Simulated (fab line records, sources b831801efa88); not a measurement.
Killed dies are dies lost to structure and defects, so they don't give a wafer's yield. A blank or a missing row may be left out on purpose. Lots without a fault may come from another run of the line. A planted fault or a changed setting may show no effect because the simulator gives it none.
Chamber matching | flow gf180mcu | GF_POLY_GATE_ETCH_13 on rie_si-01: 4 sister chambers
The step etches poly-Si in HBr/Cl2, stops on SiO2, target depth 198.5 nm, time 69.6 s. 17 wafers are shown with their chamber, then 8 later ones without.

WAFERS WITH THEIR CHAMBER
wafer  | chamber | drypump_motor_current_A (A) | run_length_s (s) | oes_product_au (a.u.)
L399.1 | 3       | 5.4                         | 97.2             | 1.004
L399.4 | 2       | 5.2                         | 98.3             | 0.987
L399.5 | 1       | 5.5                         | 98.0             | 0.977
L400.3 | 2       | 5.3                         | 98.4             | 0.990
L400.5 | 2       | 5.2                         | 98.2             | 0.997
L400.6 | 3       | 5.4                         | 97.2             | 0.992
L403.1 | 3       | 5.5                         | 97.1             | 0.999
L403.2 | 2       | 5.3                         | 98.5             | 1.005
L403.4 | 0       | 5.8                         | 98.4             | 1.006
L407.1 | 3       | 5.4                         | 97.0             | 0.982
L407.5 | 0       | 5.7                         | 98.4             | 0.998
L409.1 | 3       | 5.5                         | 97.1             | 1.007
L409.6 | 3       | 5.4                         | 97.5             | 0.994
L417.2 | 0       | 5.7                         | 98.9             | 0.983
L417.4 | 1       | 5.5                         | 98.5             | 0.969
L417.5 | 3       | 5.5                         | 97.3             | 0.980
L418.1 | 3       | 5.4                         | 96.9             | 0.984

SIGNATURES (means of the wafers above)
reading                 | chamber 0 | chamber 1 | chamber 2 | chamber 3 | scatter within a chamber
drypump_motor_current_A | 5.733     | 5.500     | 5.250     | 5.438     | 0.0522
run_length_s            | 98.567    | 98.250    | 98.350    | 97.162    | 0.211
oes_product_au          | 0.99567   | 0.97300   | 0.99475   | 0.99275   | 0.0097
Rule: a wafer's distance from a chamber is the root of the sum, over the readings, of the square of ((its reading less the chamber's mean) divided by the reading's scatter). The wafer belongs to the nearest chamber; if the next one is less than 2 further off, it can't be placed. The scatter: the root of (the sum of the squares of (reading less its chamber's mean) over the shown wafers, divided by (wafers less chambers)).

WAFERS WITHOUT THEIR CHAMBER
wafer  | drypump_motor_current_A (A) | run_length_s (s) | oes_product_au (a.u.)
L418.2 | 5.7                         | 98.4             | 0.981
L418.5 | 5.5                         | 98.2             | 0.977
L420.1 | 5.7                         | 98.4             | 0.977
L420.3 | 5.3                         | 98.4             | 0.986
L420.6 | 5.5                         | 98.0             | 0.982
L421.1 | 5.7                         | 98.3             | 0.988
L421.5 | 5.2                         | 98.8             | 0.991
L421.6 | 5.8                         | 98.6             | 0.987

WHICH CHAMBER EACH WENT THROUGH
wafer  | from the rows above     | in truth
L418.2 | 0                       | 0
L418.5 | 1                       | 1
L420.1 | can't be placed: 0 or 1 | 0
L420.3 | 2                       | 2
L420.6 | 1                       | 1
L421.1 | 0                       | 0
L421.5 | 2                       | 2
L421.6 | 0                       | 0
Placed correctly: 7 of 8. Can't be placed from these rows: 1 (the true chamber is among the candidates in 1). Placed wrongly: 0.
